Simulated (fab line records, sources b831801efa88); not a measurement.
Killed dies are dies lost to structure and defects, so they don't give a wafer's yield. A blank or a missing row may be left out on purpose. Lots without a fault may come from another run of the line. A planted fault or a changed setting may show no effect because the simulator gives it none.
fab line records | flow gf180mcu | part 1 of 2: steps 1 to 29 of 38
record lots=5 wafers=15 last_day=33
route steps=602 shown M5@535 V5@540 TOP_METAL@567
lots that met no fault: from a run of the same line without faults
start_h: hours from the record's first day to the start of the lot's first wafer shown | wait_h: hours since the lot's step before | " the same as in the row above | L1.1+2: a row that stands for several wafers | - no value, or no start given | * or withheld: withheld | < > ~ a bound
route shown NAME@n: a module of which the file shows steps, and the number in the route of the first | usual: mean/standard deviation of fault-free wafers | same: alike in all rows | chamber/n: place in a boat | sites: the reading at each site | _std_site: their standard deviation | _edge_site: outer sites' mean less inner sites' | radius_mm: how far each site lies from the wafer's centre | mask NAME#n: copy n | behind: the tool/chamber that last shaped the wafer | hold: why the lot was held/for how many hours/how that ended | device: the transistor (n, p or np) that didn't switch | end of line: the same wafers' tests at the end of the route | a step without rows: its recipe alone | killed: dies lost to structure and defects at the first sort, not the wafer's yield | map: a wafer's dies, x killed, . not, _ none there
set.NAME: the setting as run; set.NAME@STEP: as run at that earlier step | model.NAME: the simulator's own value behind a step, which no gauge read
lots at some steps of the route; a table a step, a row a wafer
services: from which hour (start_h, from the record's first day; less than 0 if before it) a tool's chamber was out of use, for how many hours, and why
## steps
# step GF_M5_ETCH_09
# recipe chemistry=CF4/O2 target=Si3N4 target_depth_nm=52 source_w=800 bias_w=150 pressure_mtorr=150 cf4_flow_sccm=80 O2_flow_sccm=10 time_s=11.6
# usual drypump_motor_current_A=5.75/0.27 oes_product_au=0.996/0.0095 throttle_valve_pct=5.968/0.0095
# columns lot.wafer tool chamber start_h wait_h drypump_motor_current_A oes_product_au rf_hours_counter_h throttle_valve_pct
L080.1 rie_diel-04 3 663.76 0.0 5.98 1.014 5 5.984
L080.2 " 1 " " 5.84 0.999 8 5.955
L080.4 " 3 " " 5.97 1.004 - 5.962
L085.1 rie_diel-04 1 706.46 0.0 5.88 0.984 9 5.952
L085.4 " 3 " " 5.94 1.013 6 5.964
L085.6 " 2 " " 5.43 0.992 - 5.985
L086.2 rie_diel-04 2 710.46 0.0 5.40 0.991 17 5.967
L086.5 " 2 " " 5.41 0.988 - 5.977
L086.6 " 3 " " 5.96 1.017 - 5.963
L088.1 rie_diel-01 0 728.11 0.0 5.46 1.000 23 5.963
L088.4 " 3 " " 5.96 1.001 2 5.949
L088.5 " 1 " " 5.58 1.006 - 5.989
L091.3 rie_diel-03 2 748.97 0.0 5.78 0.988 9 5.955
L091.5 " 1 " " 6.24 1.001 - 5.948
L091.6 " 2 " " 5.79 0.998 - 5.977
# step GF_M5_METAL_ETCH_10
# recipe chemistry=Cl2/BCl3 mask_material=KrF target_depth_nm=627.5 stop_on=SiO2 pressure_mtorr=8 icp_w=800 bias_w=140 Cl2_flow_sccm=80 bcl3_flow_sccm=40 time_s=104.6
# usual drypump_motor_current_A=5.7/0.37 oes_product_au=0.972/0.0066 throttle_valve_pct=28.249/0.0098
# columns lot.wafer tool chamber start_h wait_h drypump_motor_current_A oes_product_au rf_hours_counter_h throttle_valve_pct
L080.1 rie_metal-04 0 663.78 0.0 5.5 0.970 10 28.251
L080.2 " 0 " " 5.5 0.976 - 28.252
L080.4 " 0 " " 5.5 0.978 - 28.235
L085.1 rie_metal-02 0 706.49 0.0 6.0 0.968 12 28.253
L085.4 " 1 " " 5.9 0.978 - 28.267
L085.6 " 1 " " 5.9 0.967 - 28.263
L086.2 rie_metal-04 1 710.48 0.0 5.9 0.972 2 28.260
L086.5 " 0 " " 5.5 0.976 - 28.228
L086.6 " 1 " " 5.9 0.967 - 28.251
L088.1 rie_metal-02 1 728.14 0.0 5.9 0.978 4 28.250
L088.4 " 0 " " 6.0 0.977 - 28.247
L088.5 " 1 " " 5.9 0.975 - 28.255
L091.3 rie_metal-04 1 749.03 0.0 5.9 0.978 - 28.240
L091.5 " 1 " " 5.9 0.973 - 28.259
L091.6 " 0 " " 5.5 0.967 - 28.255
# step GF_M5_STRIP_11
# recipe chemistry=O2/N2 power_w=1400 pressure_mtorr=1500 platen_temp_c=250 o2_flow_sccm=3000 n2_flow_sccm=300 overash_fraction=0.5
# usual drypump_motor_current_A=5.7/0.46 heater_power_w=317/34 oes_product_au=0.544/0.005 strip_time_to_endpoint_s=7.54/0.042
# columns lot.wafer tool chamber start_h wait_h drypump_motor_current_A heater_power_w oes_product_au rf_hours_counter_h strip_time_to_endpoint_s
L080.1 plasma_asher-01 1 664.00 0.2 5.2 338 0.539 98 7.50
L080.2 " 0 " " 6.1 303 0.545 98 7.52
L080.4 " 0 " " 6.2 312 0.538 - 7.51
L085.1 plasma_asher-04 0 706.60 0.1 5.2 276 0.540 97 7.51
L085.4 " 1 " " 5.8 315 0.539 - 7.48
L085.6 " 1 " " 5.8 318 0.542 - 7.50
L086.2 plasma_asher-02 0 710.59 0.1 6.4 370 0.543 59 7.62
L086.5 " 1 " " 5.5 287 0.544 - 7.53
L086.6 " 0 " " 6.4 378 0.551 - 7.55
L088.1 plasma_asher-04 1 728.25 0.1 5.8 314 0.539 99 7.53
L088.4 " 0 " " 5.2 275 0.549 - 7.56
L088.5 " 0 " " 5.2 275 0.545 - 7.52
L091.3 plasma_asher-02 1 749.13 0.1 5.4 284 0.543 - 7.56
L091.5 " 0 " " 6.4 376 0.548 - 7.55
L091.6 " 1 " " 5.4 287 0.544 - 7.50
# step GF_M5_STRIP_12
# recipe chemistry=post_etch_residue_remover time_s=1200 temp_c=72.5
# columns lot.wafer tool chamber start_h wait_h
L080.1+2+4 wet_bench-02 1 664.10 0.1
L085.1+4+6 wet_bench-02 3 706.70 0.1
L086.2+5+6 wet_bench-04 2 710.69 0.1
L088.1+4+5 wet_bench-04 3 728.35 0.1
L091.3+5+6 wet_bench-04 2 749.22 0.0
# step GF_M5_CLEAN_13
# recipe chemistry=DIW dry=n2_spin
# columns lot.wafer tool chamber start_h wait_h
L080.1+2+4 wet_bench-01 1 664.45 0.0
L085.1+4+6 wet_bench-04 1 707.04 0.0
L086.2+5+6 wet_bench-02 2 711.03 0.0
L088.1+4+5 wet_bench-04 0 728.69 0.0
L091.3+5+6 wet_bench-02 3 749.85 0.3
# step GF_V5_CVD_00
# recipe material=SiO2 target_thk_nm=300 sigma_open_frac=0.3 temp_c=400 time_s=50 sih4_flow_sccm=60 pressure_mtorr=6
# usual sih4_flow_sccm=59.95/0.18
# columns lot.wafer tool chamber start_h wait_h sih4_flow_sccm
L080.1 hdpcvd-01 0 664.55 0.0 59.73
L080.2 " 1 " " 59.99
L080.4 " 2 " " 59.95
L085.1 hdpcvd-02 0 707.13 0.0 59.63
L085.4 " 1 " " 59.93
L085.6 " 0 " " 59.92
L086.2 hdpcvd-02 0 711.13 0.0 59.95
L086.5 " 0 " " 59.65
L086.6 " 1 " " 59.97
L088.1 hdpcvd-02 2 728.78 0.0 59.85
L088.4 " 1 " " 59.92
L088.5 " 2 " " 59.97
L091.3 hdpcvd-01 0 749.96 0.0 60.19
L091.5 " 0 " " 59.99
L091.6 " 1 " " 60.18
# step GF_V5_THK_MEAS_01
# recipe reads=SiO2_of_V5_CVD_00
# usual V5_CVD_00_THK=299.8/3
# columns lot.wafer tool chamber start_h wait_h V5_CVD_00_THK[nm]
L080.1 film_metro-02 - 664.59 0.0 301.7
L080.2 " - " " 297.9
L080.4 " - " " 300.4
L085.1 film_metro-04 - 707.18 0.0 298.7
L085.4 " - " " 304.2
L085.6 " - " " 298.7
L086.2 film_metro-04 - 711.18 0.0 298.3
L086.5 " - " " 303.3
L086.6 " - " " 301.7
L088.1 film_metro-03 - 728.83 0.0 302.7
L088.4 " - " " 302.1
L088.5 " - " " 297.9
L091.3 film_metro-03 - 750.02 0.0 302.2
L091.5 " - " " 302.6
L091.6 " - " " 297.9
# step GF_V5_CVD_02
# recipe material=SiO2 target_thk_nm=1450 precursor=TEOS temp_c=400 time_s=163.28 rf_w=600
# usual heater_power_w=627/110
# columns lot.wafer tool chamber start_h wait_h heater_power_w
L080.1 pecvd-04 2 664.65 0.1 571
L080.2 " 0 " " 683
L080.4 " 2 " " 498
L085.1 pecvd-02 0 707.24 0.1 535
L085.4 " 0 " " 572
L085.6 " 2 " " 516
L086.2 pecvd-04 1 711.23 0.0 696
L086.5 " 2 " " 572
L086.6 " 1 " " 563
L088.1 pecvd-01 2 728.89 0.1 678
L088.4 " 2 " " 758
L088.5 " 0 " " 717
L091.3 pecvd-02 1 750.06 0.0 615
L091.5 " 1 " " 668
L091.6 " 2 " " 626
# step GF_V5_THK_MEAS_03
# recipe reads=SiO2_of_V5_CVD_02
# usual V5_CVD_02_THK=1456/18
# columns lot.wafer tool chamber start_h wait_h V5_CVD_02_THK[nm]
L080.1 film_metro-02 - 664.76 0.1 1430
L080.2 " - " " 1459
L080.4 " - " " 1462
L085.1 film_metro-03 - 707.34 0.1 1483
L085.4 " - " " 1486
L085.6 " - " " 1494
L086.2 film_metro-04 - 711.35 0.1 1458
L086.5 " - " " 1477
L086.6 " - " " 1468
L088.1 film_metro-04 - 728.99 0.1 1470
L088.4 " - " " 1488
L088.5 " - " " 1463
L091.3 film_metro-04 - 750.19 0.1 1434
L091.5 " - " " 1453
L091.6 " - " " 1456
# step GF_V5_CMP_04
# recipe material=SiO2 down_force_psi=4 platen_rpm=60 pad_velocity_m_s=0.94248
# usual motor_current_A=11.7/0.98
# columns lot.wafer tool chamber start_h wait_h motor_current_A
L080.1 cmp-02 3 664.82 0.1 12.2
L080.2 " 1 " " 12.5
L080.4 " 2 " " 11.0
L085.1 cmp-02 2 709.18 1.8 11.5
L085.4 " 1 " " 12.8
L085.6 " 3 " " 11.9
L086.2 cmp-02 1 712.03 0.7 12.4
L086.6 " 2 " " 11.6
L086.5 " 3 " " 11.4
L088.4 cmp-02 2 729.05 0.0 11.0
L088.1 " 1 " " 12.1
L088.5 " 2 " " 11.6
L091.3 cmp-02 0 750.38 0.2 11.1
L091.5 " 1 " " 12.6
L091.6 " 2 " " 11.3
# step GF_V5_BOW_MEAS_05
# recipe mode=bow
# usual V5_BOW=131/9.9
# columns lot.wafer tool chamber start_h wait_h V5_BOW[um]
L080.1 film_metro-02 - 665.12 0.2 132
L080.2 " - " " 144
L080.4 " - " " 146
L085.1 film_metro-04 - 709.48 0.2 135
L085.4 " - " " 138
L085.6 " - " " 160
L086.2 film_metro-02 - 712.30 0.2 141
L086.5 " - " " 141
L086.6 " - " " 140
L088.1 film_metro-02 - 729.35 0.1 115
L088.4 " - " " 128
L088.5 " - " " 116
L091.3 film_metro-03 - 750.57 0.1 108
L091.5 " - " " 122
L091.6 " - " " 126
# step GF_V5_DEHYDRATE_06
# recipe temp_c=200 time_s=60
# columns lot.wafer tool chamber start_h wait_h
L080.1+2+4 litho_track-01 0 673.21 8.1
L085.1+4+6 litho_track-01 0 716.36 6.9
L086.2+5+6 litho_track-03 0 720.15 7.8
L088.1+4+5 litho_track-03 0 736.98 7.6
L091.3+5+6 litho_track-03 0 757.83 7.2
# step GF_V5_HMDS_07
# recipe prime_time_s=60 prime_temp_c=120
# columns lot.wafer tool chamber start_h wait_h
L080.1+2+4 litho_track-01 0 673.36 0.1
L085.1+4+6 litho_track-01 0 716.51 0.1
L086.2+5+6 litho_track-03 0 720.30 0.1
L088.1+4+5 litho_track-03 0 737.13 0.1
L091.3+5+6 litho_track-03 0 757.98 0.1
# step GF_V5_COAT_08
# recipe resist=BARC temp_c=withheld time_s=withheld spin_rpm=withheld resist_thk_nm=withheld
# columns lot.wafer tool chamber start_h wait_h
L080.1+2+4 litho_track-01 0 673.51 0.1
L085.1+4+6 litho_track-01 0 716.66 0.1
L086.2+5+6 litho_track-03 0 720.45 0.1
L088.1+4+5 litho_track-03 0 737.28 0.1
L091.3+5+6 litho_track-03 0 758.13 0.1
# step GF_V5_COAT_09
# recipe resist=KrF spin_rpm=withheld resist_thk_nm=1000
# columns lot.wafer tool chamber start_h wait_h
L080.1+2+4 litho_track-01 0 - -
L085.1+4+6 litho_track-01 0 - -
L086.2+5+6 litho_track-03 0 - -
L088.1+4+5 litho_track-03 0 - -
L091.3+5+6 litho_track-03 0 - -
# step GF_V5_SOFTBAKE_10
# recipe temp_c=130 time_s=60 resist=KrF
# columns lot.wafer tool chamber start_h wait_h
L080.1+2+4 litho_track-01 0 - -
L085.1+4+6 litho_track-01 0 - -
L086.2+5+6 litho_track-03 0 - -
L088.1+4+5 litho_track-03 0 - -
L091.3+5+6 litho_track-03 0 - -
# step GF_V5_EXPOSE_11
# recipe mask_id=Via5 target_cd_nm=260 na=0.68 source_shape=conventional sigma_outer=0.6 dose_mj=38
# columns lot.wafer tool chamber start_h wait_h mask
L080.1+2+4 krf_scanner-02 0 - - Via5#0
L085.1+4+6 krf_scanner-01 0 - - Via5#0
L086.2+5+6 krf_scanner-02 0 - - Via5#0
L088.1+4+5 krf_scanner-01 0 - - Via5#0
L091.3+5+6 krf_scanner-02 0 - - Via5#0
# step GF_V5_PEB_12
# recipe peb_temp_c=135 peb_time_s=90 resist=KrF
# columns lot.wafer tool chamber start_h wait_h
L080.1+2+4 litho_track-04 0 - -
L085.1+4+6 litho_track-01 0 - -
L086.2+5+6 litho_track-01 0 - -
L088.1+4+5 litho_track-03 0 - -
L091.3+5+6 litho_track-03 0 - -
# step GF_V5_DEVELOP_13
# recipe develop_time_s=60 resist=KrF dev_temp_c=21
# columns lot.wafer tool chamber start_h wait_h
L080.1+2+4 litho_track-04 0 684.24 0.2
L085.1+4+6 litho_track-01 0 726.86 0.2
L086.2+5+6 litho_track-01 0 729.88 0.2
L088.1+4+5 litho_track-03 0 747.18 0.2
L091.3+5+6 litho_track-03 0 767.13 0.1
# step GF_V5_CD_MEAS_14
# recipe target_cd_nm=260
# usual cd_nm=259.9/1.4
# columns lot.wafer tool chamber start_h wait_h cd_nm
L080.1 cd_sem-01 - 684.39 0.1 261.0
L080.2 " - " " 261.8
L080.4 " - " " 261.4
L085.1 cd_sem-01 - 727.01 0.1 260.2
L085.4 " - " " 261.3
L085.6 " - " " 260.4
L086.2 cd_sem-01 - 730.03 0.1 260.2
L086.5 " - " " 260.8
L086.6 " - " " 260.4
L088.1 cd_sem-01 - 747.33 0.1 258.9
L088.4 " - " " 259.0
L088.5 " - " " 259.2
L091.3 cd_sem-01 - 767.27 0.1 257.8
L091.5 " - " " 259.1
L091.6 " - " " 259.0
# step GF_V5_OVL_MEAS_15
# usual V5_OVL=1/5.4
# columns lot.wafer tool chamber start_h wait_h V5_OVL[nm]
L080.1 overlay-01 - 684.51 0.1 -7
L080.2 " - " " -6
L080.4 " - " " -6
L085.1 overlay-01 - 727.13 0.1 3
L085.4 " - " " 9
L085.6 " - " " 4
L086.2 overlay-01 - 730.13 0.1 2
L086.5 " - " " 11
L086.6 " - " " 5
L088.1 overlay-01 - 747.45 0.1 0
L088.4 " - " " 2
L088.5 " - " " -1
L091.3 overlay-01 - 767.36 0.1 1
L091.5 " - " " 2
L091.6 " - " " 9
# step GF_V5_ETCH_16
# recipe chemistry=N2/H2 target_depth_a=withheld overetch_a=withheld time_s=withheld target=BARC ion_energy_ev=200 source_w=500 bias_w=100 pressure_mtorr=30 n2_flow_sccm=100 h2_flow_sccm=200
# usual drypump_motor_current_A=5.9/0.32 oes_product_au=0.855/0.005 throttle_valve_pct=13.225/0.0099
# columns lot.wafer tool chamber start_h wait_h drypump_motor_current_A oes_product_au throttle_valve_pct
L080.1 rie_diel-03 0 684.55 0.0 6.0 0.847 13.228
L080.2 " 1 " " 6.2 0.861 13.218
L080.4 " 1 " " 6.3 0.852 13.223
L085.1 rie_diel-02 2 727.16 0.0 6.4 0.863 13.200
L085.4 " 3 " " 5.8 0.854 13.242
L085.6 " 1 " " 5.8 0.858 13.221
L086.2 rie_diel-01 2 730.16 0.0 5.5 0.849 13.217
L086.5 " 2 " " 5.5 0.856 13.225
L086.6 " 3 " " 6.0 0.856 13.218
L088.1 rie_diel-02 0 747.48 0.0 6.5 0.853 13.225
L088.4 " 1 " " 5.8 0.856 13.212
L088.5 " 1 " " 5.8 0.849 13.220
L091.3 rie_diel-03 3 767.38 0.0 5.7 0.853 13.216
L091.5 " 1 " " 6.2 0.858 13.236
L091.6 " 2 " " 5.8 0.855 13.226
# step GF_V5_ETCH_17
# recipe chemistry=C4F8/O2/Ar mask_material=KrF target=SiO2 stop_on=TiN source_w=1500 bias_w=1200 pressure_mtorr=40 c4f8_flow_sccm=withheld O2_flow_sccm=6 Ar_flow_sccm=300 time_s=withheld target_depth_a=8550
# usual oes_product_au=0.859/0.0045
# columns lot.wafer tool chamber start_h wait_h oes_product_au
L080.1 rie_diel-03 0 - - 0.864
L080.2 " 1 " " 0.863
L080.4 " 1 " " 0.856
L085.1 rie_diel-02 2 - - 0.856
L085.4 " 3 " " 0.853
L085.6 " 1 " " 0.859
L086.2 rie_diel-01 2 - - 0.855
L086.5 " 2 " " 0.855
L086.6 " 3 " " 0.865
L088.1 rie_diel-02 0 - - 0.858
L088.4 " 1 " " 0.858
L088.5 " 1 " " 0.851
L091.3 rie_diel-03 3 - - 0.856
L091.5 " 1 " " 0.859
L091.6 " 2 " " 0.863
# step GF_V5_STRIP_18
# recipe chemistry=O2/N2 power_w=1400 pressure_mtorr=1500 platen_temp_c=250 o2_flow_sccm=3000 n2_flow_sccm=300 overash_fraction=0.5
# usual drypump_motor_current_A=5.8/0.46 heater_power_w=324/36 oes_product_au=0.570/0.0045
# columns lot.wafer tool chamber start_h wait_h drypump_motor_current_A heater_power_w oes_product_au rf_hours_counter_h
L080.1 plasma_asher-03 0 684.70 - 6.0 299 0.570 27
L080.2 " 1 " " 5.4 364 0.561 27
L080.4 " 0 " " 6.0 305 0.573 -
L085.1 plasma_asher-02 1 727.32 - 5.4 292 0.572 60
L085.4 " 1 " " 5.5 282 0.574 -
L085.6 " 1 " " 5.4 286 0.568 -
L086.2 plasma_asher-01 1 730.32 - 5.2 334 0.576 106
L086.5 " 0 " " 6.1 303 0.566 -
L086.6 " 1 " " 5.2 339 0.565 -
L088.1 plasma_asher-02 0 747.64 - 6.4 378 0.562 63
L088.4 " 1 " " 5.5 288 0.576 -
L088.5 " 0 " " 6.3 369 0.572 -
L091.3 plasma_asher-01 0 767.57 - 6.2 291 0.560 -
L091.5 " 0 " " 6.2 288 0.570 -
L091.6 " 1 " " 5.2 334 0.577 -
# step GF_V5_STRIP_19
# recipe chemistry=post_etch_residue_remover time_s=1200 temp_c=72.5
# columns lot.wafer tool chamber start_h wait_h
L080.1+2+4 wet_bench-02 3 684.80 0.1
L085.1+4+6 wet_bench-03 0 727.42 0.1
L086.2+5+6 wet_bench-02 3 730.42 0.1
L088.1+4+5 wet_bench-02 0 747.74 0.1
L091.3+5+6 wet_bench-02 2 767.65 0.0
# step GF_V5_CLEAN_20
# recipe chemistry=DIW dry=n2_spin
# columns lot.wafer tool chamber start_h wait_h
L080.1+2+4 wet_bench-01 2 685.14 0.0
L085.1+4+6 wet_bench-03 1 727.76 0.0
L086.2+5+6 wet_bench-02 0 730.76 0.0
L088.1+4+5 wet_bench-03 1 748.37 0.3
L091.3+5+6 wet_bench-03 3 768.03 0.0
# step GF_V5_SPUTTER_21
# recipe material=Ti target_thk_nm=15 chamber_pressure_pa=5 power_w=2500 substrate_temp_c=200 time_s=80.02
# usual throttle_valve_pct=30.0/1.2
# columns lot.wafer tool chamber start_h wait_h throttle_valve_pct
L080.1 pvd_sputter-03 - 685.23 0.0 31.7
L080.2 " - " " 29.7
L080.4 " - " " 30.7
L085.1 pvd_sputter-01 - 727.85 0.0 27.8
L085.4 " - " " 29.3
L085.6 " - " " 27.7
L086.2 pvd_sputter-01 - 730.85 0.0 29.4
L086.5 " - " " 30.5
L086.6 " - " " 29.5
L088.1 pvd_sputter-03 - 748.46 0.0 30.4
L088.4 " - " " 29.8
L088.5 " - " " 30.0
L091.3 pvd_sputter-04 - 768.12 0.0 29.6
L091.5 " - " " 28.9
L091.6 " - " " 32.6
# step GF_V5_SPUTTER_22
# recipe material=TiN target_thk_nm=10 chamber_pressure_pa=5 power_w=4000 time_s=40
# usual throttle_valve_pct=30.0/1.3
# columns lot.wafer tool chamber start_h wait_h throttle_valve_pct
L080.1 pvd_sputter-03 - 685.29 0.0 31.9
L080.2 " - " " 29.8
L080.4 " - " " 30.5
L085.1 pvd_sputter-01 - 727.91 0.0 27.7
L085.4 " - " " 29.3
L085.6 " - " " 27.6
L086.2 pvd_sputter-01 - 730.91 0.0 29.3
L086.5 " - " " 30.2
L086.6 " - " " 29.2
L088.1 pvd_sputter-03 - 748.52 0.0 30.6
L088.4 " - " " 30.0
L088.5 " - " " 29.9
L091.3 pvd_sputter-04 - 768.18 0.0 29.7
L091.5 " - " " 28.9
L091.6 " - " " 32.8
# step GF_V5_CVD_23
# recipe material=W target_thk_nm=350 time_s=104.9 temp_c=400 pressure_torr=40
# usual heater_power_w=862/42
# columns lot.wafer tool chamber start_h wait_h heater_power_w
L080.1 cvd_w-02 0 685.33 0.0 797
L080.2 " 1 " " 891
L080.4 " 0 " " 805
L085.1 cvd_w-02 0 727.95 0.0 790
L085.4 " 0 " " 803
L085.6 " 0 " " 778
L086.2 cvd_w-02 0 730.95 0.0 779
L086.5 " 0 " " 792
L086.6 " 1 " " 926
L088.1 cvd_w-01 1 748.56 0.0 866
L088.4 " 1 " " 893
L088.5 " 0 " " 860
L091.3 cvd_w-01 0 768.25 0.1 899
L091.5 " 0 " " 857
L091.6 " 1 " " 895
